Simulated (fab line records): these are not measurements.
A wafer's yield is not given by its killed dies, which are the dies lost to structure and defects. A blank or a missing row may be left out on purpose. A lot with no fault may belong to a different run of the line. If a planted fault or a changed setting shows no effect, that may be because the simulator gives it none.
fab line records    flow sky130
[record] lots = 9  wafers = 27  last-day = 50
route steps=708 shown VT_ADJUST_HVTR@138 VT_ADJUST_PCH@152 SONOS_TUNNEL@162 SONOS_ONO@172
lots untouched by any fault: they come from a run of this same line in which no faults occurred
start-h: hours from the record's opening day to when the first of the lot's shown wafers began    wait-h: hours from the lot's prior step to this one    " unchanged from the row above    L1.1+2: a single row standing in for several wafers    - value missing, or start not given    * or withheld: withheld    < > ~ a bound
route shown NAME@n: names a module that has steps shown in the file, with the first one's number in the route    usual: the fault-free wafers' mean and standard deviation    same: alike in all rows    chamber/n: place in a boat    sites: each site's reading    _std_site: standard deviation of those values    _edge_site: the outer-site mean with the inner-site mean subtracted    radius-mm: for every site, how far away it sits from the centre of the wafer    mask NAME#n: copy n    behind: the tool/chamber that last shaped the wafer    hold: the reason the lot was held/the length of the hold in hours/how it ended    device: transistor that didn't switch, given as n, p or np    end of line: the route-end tests of the same wafers    a step with no rows: only its recipe    killed: dies lost to structure and defects at the first sort, not the wafer's yield    map: dies across one wafer; x = killed, . = not, _ = none there
set.NAME: the setting the step ran with; set.NAME@STEP: the setting that earlier step ran with    model.NAME: the simulator's own value behind a step, which no gauge read
route steps across a sampled set of lots; one table per step, one row per wafer
services: from which hour (start-h, from the record's first day; less than 0 if before it) a tool's chamber was out of use, for how many hours, and why
[[steps]]
[step SKY_VT_ADJUST_HVTR_CD_MEAS_07]
[recipe] target-cd-nm = 380
[usual] cd-nm = 380.3/2.6
lot.wafer  tool       chamber  start-h  wait-h  cd-nm
L132.1     cd-sem-01  -        206.85   0.1     377.5
L132.3     "          -        "        "       380.9
L132.4     "          -        "        "       380.4
L133.1     cd-sem-01  -        210.31   0.1     376.2
L133.2     "          -        "        "       377.0
L133.5     "          -        "        "       375.4
L134.1     cd-sem-01  -        218.68   0.1     378.1
L134.4     "          -        "        "       381.2
L134.5     "          -        "        "       379.5
L136.2     cd-sem-01  -        231.85   0.1     378.6
L136.4     "          -        "        "       377.6
L136.5     "          -        "        "       379.7
L137.2     cd-sem-01  -        241.12   0.1     385.0
L137.4     "          -        "        "       385.4
L137.6     "          -        "        "       383.8
L143.1     cd-sem-01  -        286.46   0.1     382.8
L143.2     "          -        "        "       382.1
L143.6     "          -        "        "       381.0
L144.2     cd-sem-02  -        300.00   0.1     381.6
L144.4     "          -        "        "       381.9
L144.5     "          -        "        "       380.5
L154.3     cd-sem-02  -        364.99   0.1     380.6
L154.4     "          -        "        "       379.2
L154.6     "          -        "        "       380.1
L155.2     cd-sem-02  -        374.37   0.1     378.9
L155.3     "          -        "        "       378.9
L155.5     "          -        "        "       378.2
[step SKY_VT_ADJUST_PCH_STRIP_09]
[recipe] chemistry = O2/N2  power-w = 1400  pressure-mtorr = 1500  platen-temp-c = withheld  o2-flow-sccm = 3000  n2-flow-sccm = 300  overash-fraction = 0.5
[usual] drypump-motor-current-A = 5.7/0.53  oes-product-au = 0.722/0.005  strip-time-to-endpoint-s = 36.94/0.11
lot.wafer  tool             chamber  start-h  wait-h  drypump-motor-current-A  oes-product-au  rf-hours-counter-h  strip-time-to-endpoint-s
L132.1     plasma-asher-04  0        228.68   0.1     6.4                      0.714           35                  36.74
L132.3     "                0        "        "       6.4                      0.722           -                   36.82
L132.4     "                1        "        "       6.2                      0.721           -                   36.72
L133.1     plasma-asher-04  1        232.98   0.1     6.2                      0.732           35                  36.91
L133.2     "                0        "        "       6.4                      0.725           35                  37.06
L133.5     "                1        "        "       6.2                      0.734           -                   36.93
L134.1     plasma-asher-03  1        240.99   0.1     5.9                      0.724           56                  36.90
L134.4     "                0        "        "       5.5                      0.724           -                   36.85
L134.5     "                1        "        "       5.9                      0.723           -                   36.83
L136.2     plasma-asher-03  1        254.99   0.1     5.9                      0.722           57                  36.82
L136.4     "                0        "        "       5.5                      0.729           -                   36.88
L136.5     "                1        "        "       5.8                      0.719           -                   36.84
L137.2     plasma-asher-02  1        264.85   0.1     4.8                      0.723           61                  37.18
L137.4     "                1        "        "       4.8                      0.723           -                   37.05
L137.6     "                0        "        "       6.0                      0.718           -                   37.03
L143.1     plasma-asher-02  1        312.48   0.1     4.8                      0.722           66                  36.87
L143.2     "                0        "        "       6.1                      0.726           66                  36.96
L143.6     "                0        "        "       6.1                      0.725           -                   36.88
L144.2     plasma-asher-03  0        325.88   0.1     5.5                      0.723           65                  36.80
L144.4     "                1        "        "       5.9                      0.724           -                   36.79
L144.5     "                0        "        "       5.5                      0.720           -                   36.77
L154.3     plasma-asher-02  1        394.66   0.1     4.8                      0.715           -                   36.90
L154.4     "                0        "        "       6.1                      0.715           -                   36.86
L154.6     "                0        "        "       6.1                      0.723           -                   37.00
L155.2     plasma-asher-03  0        403.34   0.1     5.4                      0.720           72                  36.93
L155.3     "                0        "        "       5.5                      0.726           -                   37.02
L155.5     "                0        "        "       5.5                      0.729           -                   37.01
[step SKY_SONOS_TUNNEL_OVL_MEAS_08]
[usual] SONOS_TUNNEL_OVL = -0.6/1.5
lot.wafer  tool        chamber  start-h  wait-h  SONOS_TUNNEL_OVL[nm]
L132.1     overlay-01  -        251.25   0.1     -1.1
L132.3     "           -        "        "       -3.0
L132.4     "           -        "        "       -3.4
L133.1     overlay-02  -        256.65   0.1     -1.4
L133.2     "           -        "        "       0.4
L133.5     "           -        "        "       1.0
L134.1     overlay-01  -        264.57   0.1     -2.0
L134.4     "           -        "        "       -0.6
L134.5     "           -        "        "       -3.5
L136.2     overlay-01  -        279.22   0.1     -0.7
L136.4     "           -        "        "       -0.4
L136.5     "           -        "        "       -1.9
L137.2     overlay-02  -        289.95   0.1     -0.9
L137.4     "           -        "        "       1.9
L137.6     "           -        "        "       0.6
L143.1     overlay-01  -        338.70   0.1     0.2
L143.2     "           -        "        "       0.2
L143.6     "           -        "        "       -0.9
L144.2     overlay-01  -        351.93   0.1     2.1
L144.4     "           -        "        "       0.5
L144.5     "           -        "        "       -0.9
L154.3     overlay-01  -        424.68   0.1     -1.3
L154.4     "           -        "        "       -1.3
L154.6     "           -        "        "       -2.0
L155.2     overlay-01  -        433.12   0.1     0.0
L155.3     "           -        "        "       -1.3
L155.5     "           -        "        "       1.1
[step SKY_SONOS_ONO_CVD_04]
[recipe] material = SiO2  precursor = SiH4/N2O  target-thk-nm = 5.7199  temp-c = 900  pressure-mtorr = 400
[usual] pressure-mtorr = 400.2/0.77  spike-tc-centre-C = 898.9/1
lot.wafer  tool      chamber  start-h  wait-h  pressure-mtorr  spike-tc-centre-C
L132.1     lpcvd-03  1        256.09   0.1     400.9           899.3
L132.3     "         1        "        "       398.3           898.1
L132.4     "         1        "        "       400.9           898.2
L133.1     lpcvd-03  0        261.95   0.1     399.6           899.0
L133.2     "         0        "        "       399.9           897.5
L133.5     "         0        "        "       398.5           899.6
L134.1     lpcvd-03  0        269.64   0.1     400.7           899.0
L134.4     "         0        "        "       399.8           898.1
L134.5     "         0        "        "       399.8           900.5
L136.2     lpcvd-03  1        282.29   0.0     401.1           895.5
L136.4     "         1        "        "       399.7           898.6
L136.5     "         1        "        "       398.9           898.4
L137.2     lpcvd-03  0        295.01   0.0     399.3           899.6
L137.4     "         0        "        "       399.1           898.7
L137.6     "         0        "        "       399.5           899.3
L143.1     lpcvd-03  0        348.32   0.1     481.5           898.9
L143.2     "         0        "        "       480.1           898.8
L143.6     "         0        "        "       481.2           899.1
L144.2     lpcvd-03  0        356.60   0.0     481.2           900.2
L144.4     "         0        "        "       481.9           898.9
L144.5     "         0        "        "       480.7           900.2
L154.3     lpcvd-03  1        430.40   0.0     401.2           898.3
L154.4     "         1        "        "       401.0           897.6
L154.6     "         1        "        "       402.1           899.5
L155.2     lpcvd-03  0        438.33   0.0     401.1           900.3
L155.3     "         0        "        "       400.2           899.0
L155.5     "         0        "        "       400.2           900.4
[step SKY_SONOS_ONO_THK_MEAS_05]
[recipe] reads = SiO2_of_SONOS_ONO_CVD_04
[usual] SONOS_ONO_CVD_04_THK = 5.70/0.12
lot.wafer  tool           chamber  start-h  wait-h  hold                      SONOS_ONO_CVD_04_THK[nm]
L132.1     film-metro-02  -        257.34   0.0     -                         5.68
L132.3     "              -        "        "       -                         5.79
L132.4     "              -        "        "       -                         5.63
L133.1     film-metro-03  -        263.82   0.0     -                         5.51
L133.2     "              -        "        "       -                         5.54
L133.5     "              -        "        "       -                         5.57
L134.1     film-metro-01  -        270.89   0.0     -                         5.77
L134.4     "              -        "        "       -                         5.80
L134.5     "              -        "        "       -                         5.71
L136.2     film-metro-01  -        283.55   0.0     -                         5.79
L136.4     "              -        "        "       -                         5.84
L136.5     "              -        "        "       -                         5.86
L137.2     film-metro-03  -        296.89   0.0     -                         5.78
L137.4     "              -        "        "       -                         5.90
L137.6     "              -        "        "       -                         5.71
L143.1     film-metro-01  -        349.57   0.0     await-dispo/0.2h/release  6.16
L143.2     "              -        "        "       await-dispo/0.2h/release  6.23
L143.6     "              -        "        "       await-dispo/0.2h/release  6.23
L143.1     film-metro-01  -        349.80   0.2     -                         6.17
L143.2     "              -        "        "       -                         6.19
L143.6     "              -        "        "       -                         6.25
L144.2     film-metro-02  -        357.86   0.0     await-dispo/0.2h/release  6.26
L144.4     "              -        "        "       await-dispo/0.2h/release  6.18
L144.5     "              -        "        "       await-dispo/0.2h/release  6.26
L144.2     film-metro-02  -        358.09   0.2     -                         6.19
L144.4     "              -        "        "       -                         6.19
L144.5     "              -        "        "       -                         6.20
L154.3     film-metro-03  -        431.67   0.0     -                         5.83
L154.4     "              -        "        "       -                         5.75
L154.6     "              -        "        "       -                         5.69
L155.2     film-metro-03  -        439.59   0.0     -                         5.74
L155.3     "              -        "        "       -                         5.54
L155.5     "              -        "        "       -                         5.73
[[services]]
tool             chamber  start-h  hours  kind
plasma-asher-04  -        213.94   14.6   pm
plasma-asher-04  -        307.60   28.1   pm
lpcvd-03         -        330.27   2.8    pm
plasma-asher-03  -        348.37   2.2    repair
plasma-asher-02  -        363.64   3.6    repair
lpcvd-03         -        417.22   1.3    repair
plasma-asher-03  -        421.25   9.0    pm
plasma-asher-03  0        421.25   9.0    vent-cycle
plasma-asher-03  1        421.25   9.0    vent-cycle
plasma-asher-03  0        430.25   -      clean
plasma-asher-03  1        430.25   -      clean
plasma-asher-02  -        431.49   0.4    repair
[[key]]
[first-sign] step = SKY_SONOS_ONO_CVD_04  reading = pressure-mtorr  direction = up  sigmas = 99+  usual = 400.2  struck = 481.1
[effect] step = SKY_SONOS_ONO_THK_MEAS_05  reading = visit  direction = added
met-at SKY_SONOS_ONO_CVD_04
struck-lots L143,L144
tester-left-out L143,L144
not-acting-at SKY_VT_ADJUST_HVTR_CD_MEAS_07,SKY_VT_ADJUST_PCH_STRIP_09,SKY_SONOS_TUNNEL_OVL_MEAS_08
onset-between 295.01 348.32
[fault] kind = process-parameter-drift  tool = lpcvd-03  chamber = -  onset-h = 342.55  steps = SKY_SONOS_ONO_CVD_04  channel = pressure-mtorr  offset = 80  shape = step  end-h = 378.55  stated = 400
// tester-left-out: of these lots the tester's yield and bins aren't shown, on N5 and GAA mostly nor the transistor test; their killed dies are dies lost to structure and defects alone, not to doping, threshold or leakage, so they don't give the yield
